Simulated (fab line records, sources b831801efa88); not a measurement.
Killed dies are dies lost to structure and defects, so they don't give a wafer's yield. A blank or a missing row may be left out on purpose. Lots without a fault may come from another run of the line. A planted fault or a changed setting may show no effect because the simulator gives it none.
Tool commonality check | flow gf180mcu | 15 lots, 45 wafers sampled

WHY IT WAS OPENED
At GF_MVSD_TW_MEAS_11 the reading MVSD_TW is flagged on 3 of 15 lots. Wafers without a fault read 1604, standard deviation 16.
Rule: a lot is flagged when every wafer of it that has a number lies more than 4 standard deviations from that mean, or none has a number. The other lots count as sound.

lot  | measured     | on            | MVSD_TW, wafer by wafer | flag
L604 | day 4 19:40  | film_metro-04 | 1585 1574 1583          |
L605 | day 4 23:58  | film_metro-01 | 1603 1618 1620          |
L606 | day 5 05:44  | film_metro-03 | 1611 1609 1616          |
L608 | day 5 18:13  | film_metro-03 | 1619 1617 1618          |
L609 | day 5 22:16  | film_metro-01 | 1617 1614 1616          |
L610 | day 6 04:10  | film_metro-01 | 1602 1599 1600          |
L611 | day 6 10:10  | film_metro-03 | 1616 1611 1612          |
L613 | day 6 20:13  | film_metro-03 | 31 31 31                | FLAGGED
L614 | day 7 04:42  | film_metro-03 | 31 31 31                | FLAGGED
L615 | day 7 09:44  | film_metro-04 | 30 30 30                | FLAGGED
L620 | day 8 14:57  | film_metro-03 | 1622 1622 1625          |
L621 | day 8 21:28  | film_metro-01 | 1602 1600 1611          |
L622 | day 9 00:43  | film_metro-03 | 1618 1616 1612          |
L623 | day 9 05:28  | film_metro-04 | 1577 1562 1575          |
L625 | day 10 01:25 | film_metro-04 | 1580 1583 1576          |
The numbers of the flagged lots are 31 on average: -1573 against the usual, or -98 standard deviations.

WHICH TOOL RAN EACH LOT
The record holds 2 process steps before the reading, out of a route of 602 steps. In each cell: the tool, then ch and the chambers that the sampled wafers went through, then the start.
lot  | flag    | GF_LVPWELL_STRIP_10                 | GF_MVSD_STRIP_10
L604 |         | plasma_asher-02 ch 0,1, day 4 05:40 | plasma_asher-04 ch 0,1, day 4 19:34
L605 |         | plasma_asher-01 ch 0,1, day 4 10:04 | plasma_asher-01 ch 0,1, day 4 23:52
L606 |         | plasma_asher-01 ch 0,1, day 4 14:30 | plasma_asher-01 ch 0,1, day 5 05:38
L608 |         | plasma_asher-02 ch 0,1, day 5 02:37 | plasma_asher-02 ch 0,1, day 5 18:07
L609 |         | plasma_asher-02 ch 0, day 5 06:22   | plasma_asher-04 ch 0,1, day 5 22:10
L610 |         | plasma_asher-02 ch 0,1, day 5 13:19 | plasma_asher-01 ch 0,1, day 6 04:04
L611 |         | plasma_asher-03 ch 0,1, day 5 19:07 | plasma_asher-01 ch 0,1, day 6 10:04
L613 | FLAGGED | plasma_asher-01 ch 0,1, day 6 05:01 | plasma_asher-02 ch 0,1, day 6 20:07
L614 | FLAGGED | plasma_asher-02 ch 0,1, day 6 12:25 | plasma_asher-02 ch 0,1, day 7 04:36
L615 | FLAGGED | plasma_asher-02 ch 0,1, day 6 17:45 | plasma_asher-01 ch 0,1, day 7 09:38
L620 |         | plasma_asher-02 ch 0,1, day 7 22:36 | plasma_asher-04 ch 0,1, day 8 14:51
L621 |         | plasma_asher-03 ch 0,1, day 8 03:54 | plasma_asher-01 ch 0,1, day 8 21:22
L622 |         | plasma_asher-02 ch 0,1, day 8 08:01 | plasma_asher-02 ch 0,1, day 9 00:38
L623 |         | plasma_asher-01 ch 0,1, day 8 12:43 | plasma_asher-01 ch 0,1, day 9 05:22
L625 |         | plasma_asher-02 ch 0,1, day 9 08:42 | plasma_asher-01 ch 0,1, day 10 01:19
What these steps do:
- GF_LVPWELL_STRIP_10: strips in O2/N2.
- GF_MVSD_STRIP_10: strips in O2/N2.
- GF_MVSD_TW_MEAS_11

FLAGGED OVER TOTAL, TOOL BY TOOL (the gauges that took the reading come last)
step                | tool            | lots run | flagged | share of the flagged lots | sound lots run after its first flagged lot
GF_LVPWELL_STRIP_10 | plasma_asher-01 | 4        | 1       | some                      | 1 (L623)
GF_LVPWELL_STRIP_10 | plasma_asher-02 | 9        | 2       | some                      | 3 (L620,L622,L625)
GF_LVPWELL_STRIP_10 | plasma_asher-03 | 2        | 0       | none                      | -
GF_MVSD_STRIP_10    | plasma_asher-01 | 8        | 1       | some                      | 3 (L621,L623,L625)
GF_MVSD_STRIP_10    | plasma_asher-02 | 4        | 2       | some                      | 1 (L622)
GF_MVSD_STRIP_10    | plasma_asher-04 | 3        | 0       | none                      | -
GF_MVSD_TW_MEAS_11  | film_metro-01   | 4        | 0       | none                      | -
GF_MVSD_TW_MEAS_11  | film_metro-03   | 7        | 2       | some                      | 2 (L620,L622)
GF_MVSD_TW_MEAS_11  | film_metro-04   | 4        | 1       | some                      | 2 (L623,L625)

WHAT THE TABLE ALLOWS
No row of the table ran every flagged lot.

WHAT THE SIMULATOR HAD PUT IN
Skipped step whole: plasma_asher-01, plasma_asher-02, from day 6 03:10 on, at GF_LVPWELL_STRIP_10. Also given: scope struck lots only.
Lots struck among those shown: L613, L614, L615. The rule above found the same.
